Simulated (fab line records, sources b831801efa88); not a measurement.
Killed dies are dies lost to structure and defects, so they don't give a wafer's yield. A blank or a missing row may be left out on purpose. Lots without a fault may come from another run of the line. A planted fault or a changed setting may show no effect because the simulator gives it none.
fab line records | flow sky130
record lots=6 wafers=18 last_day=50
route steps=708 shown METAL5@669 PASSIVATION@681 PAD_OPEN@708
lots that met no fault: from a run of the same line without faults
start_h: hours from the record's first day to the start of the lot's first wafer shown | wait_h: hours since the lot's step before | " the same as in the row above | L1.1+2: a row that stands for several wafers | - no value, or no start given | * or withheld: withheld | < > ~ a bound
route shown NAME@n: a module of which the file shows steps, and the number in the route of the first | usual: mean/standard deviation of fault-free wafers | same: alike in all rows | chamber/n: place in a boat | sites: the reading at each site | _std_site: their standard deviation | _edge_site: outer sites' mean less inner sites' | radius_mm: how far each site lies from the wafer's centre | mask NAME#n: copy n | behind: the tool/chamber that last shaped the wafer | hold: why the lot was held/for how many hours/how that ended | device: the transistor (n, p or np) that didn't switch | end of line: the same wafers' tests at the end of the route | a step without rows: its recipe alone | killed: dies lost to structure and defects at the first sort, not the wafer's yield | map: a wafer's dies, x killed, . not, _ none there
set.NAME: the setting as run; set.NAME@STEP: as run at that earlier step | model.NAME: the simulator's own value behind a step, which no gauge read
lots at some steps of the route; a table a step, a row a wafer
services: from which hour (start_h, from the record's first day; less than 0 if before it) a tool's chamber was out of use, for how many hours, and why
## steps
# step SKY_METAL5_HMDS_08
# recipe prime_time_s=60 prime_temp_c=120
# step SKY_METAL5_COAT_09
# recipe resist=NOVOLAK spin_rpm=3000 resist_thk_nm=1800
# step SKY_METAL5_SOFTBAKE_10
# recipe temp_c=90 time_s=60 resist=NOVOLAK
# step SKY_METAL5_EXPOSE_11
# recipe mask_id=MM5 na=0.6 source_shape=conventional sigma_outer=0.6 polarization=unpolarized target_cd_nm=1600 dose_mj=190
# step SKY_METAL5_PEB_12
# recipe temp_c=withheld time_s=* resist=NOVOLAK
# step SKY_METAL5_DEVELOP_13
# recipe resist=NOVOLAK developer=TMAH develop_time_s=60 dev_temp_c=23
# step SKY_METAL5_DESCUM_14
# recipe chemistry=O2 source_power_w=150 bias_power_w=0 pressure_mtorr=10 temp_c=40 time_s=11
# usual drypump_motor_current_A=5.9/0.32 oes_product_au=0.991/0.0096
# columns lot.wafer tool chamber start_h wait_h drypump_motor_current_A oes_product_au rf_hours_counter_h
L164.1 rie_metal-01 0 1030.40 0.1 5.5 0.993 17
L164.2 " 1 " " 6.2 0.993 5
L164.6 " 1 " " 6.2 0.991 -
L174.1 rie_metal-02 1 1098.15 0.1 5.5 0.989 20
L174.5 " 1 " " 5.5 0.988 -
L174.6 " 0 " " 5.9 1.010 -
L171.2 rie_metal-02 1 1127.24 0.1 5.6 0.992 21
L171.3 " 1 " " 5.6 0.982 -
L171.5 " 1 " " 5.6 0.987 -
L179.2 rie_metal-02 1 1130.81 0.1 5.5 0.990 22
L179.3 " 1 " " 5.5 0.991 -
L179.6 " 1 " " 5.5 1.001 -
L180.2 rie_metal-01 1 1142.71 0.1 6.2 0.997 13
L180.4 " 0 " " 5.5 0.992 -
L180.6 " 1 " " 6.2 0.997 -
L186.1 rie_metal-04 1 1166.19 0.1 6.3 0.979 24
L186.2 " 0 " " 6.1 0.984 27
L186.3 " 1 " " 6.3 0.975 -
# step SKY_METAL5_METAL_ETCH_15
# recipe target_depth_a=12600 stop_on=SiO2 over_etch_frac=0.2 time_s=252 chemistry=Cl2/BCl3 resist_sidewall_deg=86 pressure_mtorr=10 icp_w=900 bias_w=48.5 Cl2_flow_sccm=60 bcl3_flow_sccm=30
# usual drypump_motor_current_A=5.9/0.31 mfc_cl2_sccm=60.02/0.18 oes_product_au=0.894/0.0047 throttle_valve_pct=22.265/0.0095
# columns lot.wafer tool chamber start_h wait_h drypump_motor_current_A mfc_cl2_sccm oes_product_au rf_hours_counter_h throttle_valve_pct
L164.1 rie_metal-01 0 1030.44 0.0 5.5 60.22 0.895 17 22.267
L164.2 " 1 " " 6.2 60.17 0.883 5 22.275
L164.6 " 1 " " 6.2 60.04 0.893 - 22.267
L174.1 rie_metal-02 1 1098.19 0.0 5.5 59.91 0.899 20 22.258
L174.5 " 1 " " 5.5 60.20 0.907 - 22.274
L174.6 " 0 " " 5.9 60.25 0.894 - 22.250
L171.2 rie_metal-02 1 1127.28 0.0 5.5 60.19 0.889 21 22.261
L171.3 " 1 " " 5.5 60.47 0.894 - 22.270
L171.5 " 1 " " 5.6 60.42 0.893 - 22.275
L179.2 rie_metal-02 1 1130.84 0.0 5.5 60.34 0.899 22 22.275
L179.3 " 1 " " 5.5 59.87 0.891 - 22.282
L179.6 " 1 " " 5.5 60.24 0.893 - 22.257
L180.2 rie_metal-01 1 1142.74 0.0 6.2 59.99 0.891 13 22.273
L180.4 " 0 " " 5.5 59.76 0.902 - 22.255
L180.6 " 1 " " 6.2 60.02 0.895 - 22.278
L186.1 rie_metal-04 1 1166.23 0.0 6.3 59.86 0.893 24 22.266
L186.2 " 0 " " 6.1 60.10 0.892 27 22.271
L186.3 " 1 " " 6.3 59.57 0.900 - 22.278
# step SKY_METAL5_STRIP_16
# recipe chemistry=O2/N2 power_w=1400 pressure_mtorr=1500 platen_temp_c=withheld o2_flow_sccm=3000 n2_flow_sccm=300 overash_fraction=0.5
# usual drypump_motor_current_A=6.2/0.46 oes_product_au=0.710/0.0043 strip_time_to_endpoint_s=13.21/0.12
# columns lot.wafer tool chamber start_h wait_h drypump_motor_current_A oes_product_au rf_hours_counter_h strip_time_to_endpoint_s
L164.1 plasma_asher-04 0 1030.67 0.2 5.2 0.709 29 13.23
L164.2 " 1 " " 6.8 0.713 29 13.37
L164.6 " 1 " " 6.8 0.709 - 13.39
L174.1 plasma_asher-02 0 1098.42 0.2 5.8 0.705 4 13.21
L174.5 " 1 " " 6.2 0.709 - 13.11
L174.6 " 0 " " 5.9 0.710 - 13.00
L171.2 plasma_asher-02 1 1127.51 0.2 6.2 0.715 7 13.23
L171.3 " 1 " " 6.2 0.709 - 13.20
L171.5 " 0 " " 5.8 0.704 - 13.17
L179.2 plasma_asher-02 0 1131.08 0.2 5.9 0.706 7 13.35
L179.3 " 1 " " 6.1 0.704 - 13.20
L179.6 " 1 " " 6.2 0.712 - 13.25
L180.2 plasma_asher-02 0 1142.98 0.2 5.9 0.716 8 13.22
L180.4 " 1 " " 6.2 0.706 - 13.22
L180.6 " 1 " " 6.2 0.705 - 13.28
L186.1 plasma_asher-01 0 1166.46 0.2 6.3 0.717 102 13.50
L186.2 " 1 " " 6.4 0.705 102 13.24
L186.3 " 0 " " 6.3 0.709 - 13.36
# step SKY_METAL5_STRIP_17
# recipe chemistry=post_etch_residue_remover time_s=1200 temp_c=72.5
# step SKY_METAL5_CLEAN_18
# recipe chemistry=IPA time_s=180 temp_c=25
# step SKY_METAL5_CLEAN_19
# recipe chemistry=O3/DIW dry=n2_spin
# step SKY_PASSIVATION_CVD_00
# recipe material=SiO2 target_thk_nm=90 temp_c=400 time_s=withheld rf_w=600
# usual heater_power_outer_w=377/61 heater_power_w=637/67
# columns lot.wafer tool chamber start_h wait_h heater_power_outer_w heater_power_w
L164.1 pecvd-04 1 1031.30 0.0 359 596
L164.2 " 2 " " 289 547
L164.6 " 1 " " 352 607
L174.1 pecvd-03 1 1099.14 0.0 - -
L174.5 " 0 " " - -
L174.6 " 1 " " - -
L171.2 pecvd-03 2 1128.10 0.0 - -
L171.3 " 2 " " - -
L171.5 " 2 " " - -
L179.2 pecvd-03 0 1131.67 0.0 373 627
L179.3 " 2 " " 396 727
L179.6 " 2 " " 393 719
L180.2 pecvd-04 1 1143.57 0.0 345 579
L180.4 " 2 " " 299 545
L180.6 " 1 " " 345 587
L186.1 pecvd-01 1 1167.10 0.0 433 719
L186.2 " 0 " " 402 715
L186.3 " 2 " " 359 597
# step SKY_PAD_OPEN_PROBE_99
# usual defect_limited_yield=82.6/2 killed_at_M0_to_M3=43/7.3 killed_at_M4_up=3.4/1.7 killed_at_contacts=24/4.5 killed_at_front_end=16/4.4 killed_at_other=0.2/0.51 killed_dies=86/9.7 killed_open=46/6.6 killed_short=39/7.1 sort_bin_3_pad_short=0.9/0.45 sort_bin_5_function=10.4/1.4 sort_bin_6_memory=6.2/1.2 sort_n_pass=406/9.7 sort_yield_pct=82.6/2
# same gross_dies=492 killed_at_back_side=0 sort_bin_4_leakage[%]=0 sort_bin_8_speed[%]=0
# columns lot.wafer tool chamber start_h wait_h defect_limited_yield[%] killed_at_M0_to_M3 killed_at_M4_up killed_at_contacts killed_at_front_end killed_at_other killed_dies killed_open killed_short sort_bin_3_pad_short[%] sort_bin_5_function[%] sort_bin_6_memory[%] sort_n_pass sort_yield_pct[%]
L164.1 prober-02 - 1077.55 0.1 83.5 48 4 19 10 0 81 45 36 0.2 11.2 5.1 411 83.5
L164.2 prober-02 - 1077.60 0.1 85.2 35 3 23 10 2 73 41 31 0.6 7.9 6.3 419 85.2
L164.6 prober-02 - 1077.80 0.2 80.9 49 2 27 16 0 94 55 39 1.8 10.8 6.5 398 80.9
L179.2 prober-01 - 1171.14 0.1 83.3 41 2 19 20 0 82 51 31 1.2 9.3 6.1 410 83.3
L179.3 prober-01 - 1171.19 0.2 80.7 52 5 18 20 0 95 42 53 1.2 10.0 8.1 397 80.7
L179.6 prober-01 - 1171.34 0.2 85.0 45 2 20 6 1 74 37 37 1.0 6.9 7.1 418 85.0
# killed by level:class
L164.1 VIA2:geometric_particle:open=10 METAL1:geometric_particle:short=8 CONTACT:geometric_particle:open=7 LOCAL_INTERCONNECT:geometric_particle:short=6 VIA1:geometric_particle:short=6 VIA3:geometric_particle:open=6 VIA1:geometric_particle:open=4 METAL1:geometric_particle:open=3
L164.2 VIA1:geometric_particle:open=10 CONTACT:geometric_particle:open=7 CONTACT:geometric_particle:short=5 METAL2:geometric_particle:short=5 LI_CONTACT:geometric_particle:open=4 METAL1:geometric_particle:short=4 METAL2:geometric_particle:open=4 POLY_GATE:geometric_particle:open=3
L164.6 VIA1:geometric_particle:open=15 CONTACT:geometric_particle:open=8 VIA3:geometric_particle:open=8 METAL1:geometric_particle:short=7 LI_CONTACT:geometric_particle:open=6 LOCAL_INTERCONNECT:geometric_particle:short=5 FIELD_ISO:geometric_particle:open=4 CONTACT:geometric_particle:short=4
L179.2 VIA1:geometric_particle:open=9 CONTACT:geometric_particle:open=7 FIELD_ISO:geometric_particle:open=6 POLY_GATE:geometric_particle:open=6 LI_CONTACT:geometric_particle:open=5 METAL2:geometric_particle:short=5 VIA2:geometric_particle:open=5 VIA3:geometric_particle:open=5
L179.3 VIA1:geometric_particle:open=11 VIA3:geometric_particle:open=9 FIELD_ISO:geometric_particle:short=7 METAL3:geometric_particle:short=7 METAL2:geometric_particle:short=6 CONTACT:geometric_particle:short=6 LI_CONTACT:geometric_particle:open=5 METAL1:geometric_particle:short=5
L179.6 VIA1:geometric_particle:open=8 VIA3:geometric_particle:open=7 METAL2:geometric_particle:short=7 CONTACT:geometric_particle:open=7 METAL1:geometric_particle:short=7 CONTACT:geometric_particle:short=6 VIA2:geometric_particle:open=6 LI_CONTACT:geometric_particle:open=5
## services
# columns tool chamber start_h hours kind
plasma_asher-02 - 1008.99 0.7 repair
plasma_asher-02 - 1017.11 1.1 repair
pecvd-04 - 1017.24 3.3 repair
plasma_asher-02 - 1033.42 2.4 repair
plasma_asher-02 - 1034.49 0.6 repair
rie_metal-04 1 1048.17 2.6 repair
pecvd-01 - 1052.25 1.5 repair
plasma_asher-02 - 1055.25 9.0 pm
rie_metal-04 0 1056.61 1.1 repair
plasma_asher-02 - 1057.98 2.5 repair
pecvd-04 0 1062.33 3.4 repair
pecvd-01 0 1066.74 2.4 repair
plasma_asher-04 - 1071.51 1.7 repair
plasma_asher-04 - 1076.18 2.8 pm
plasma_asher-01 - 1084.12 15.0 repair
pecvd-01 2 1093.92 17.3 repair
plasma_asher-04 - 1098.00 0.7 repair
plasma_asher-01 - 1099.07 2.8 pm
rie_metal-02 - 1099.22 2.8 pm
plasma_asher-01 - 1101.82 4.3 pm
plasma_asher-04 - 1112.11 1.5 repair
rie_metal-02 - 1121.77 0.6 repair
plasma_asher-01 - 1151.42 2.2 repair
pecvd-01 - 1156.52 2.8 pm
## key
first_sign step=SKY_PASSIVATION_CVD_00 reading=tool_record direction=missing
effect none on later readings
met_at SKY_PASSIVATION_CVD_00
struck_wafers L171.2,L171.3,L171.5,L174.1,L174.5,L174.6
scrapped_behind SKY_PASSIVATION_THK_MEAS_01 L171.2,L171.3,L171.5,L174.1,L174.5,L174.6
fault kind=skipped_step_whole tool=pecvd-03 chamber=- onset_h=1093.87 steps=SKY_PASSIVATION_CVD_00 scope=struck_lots_only
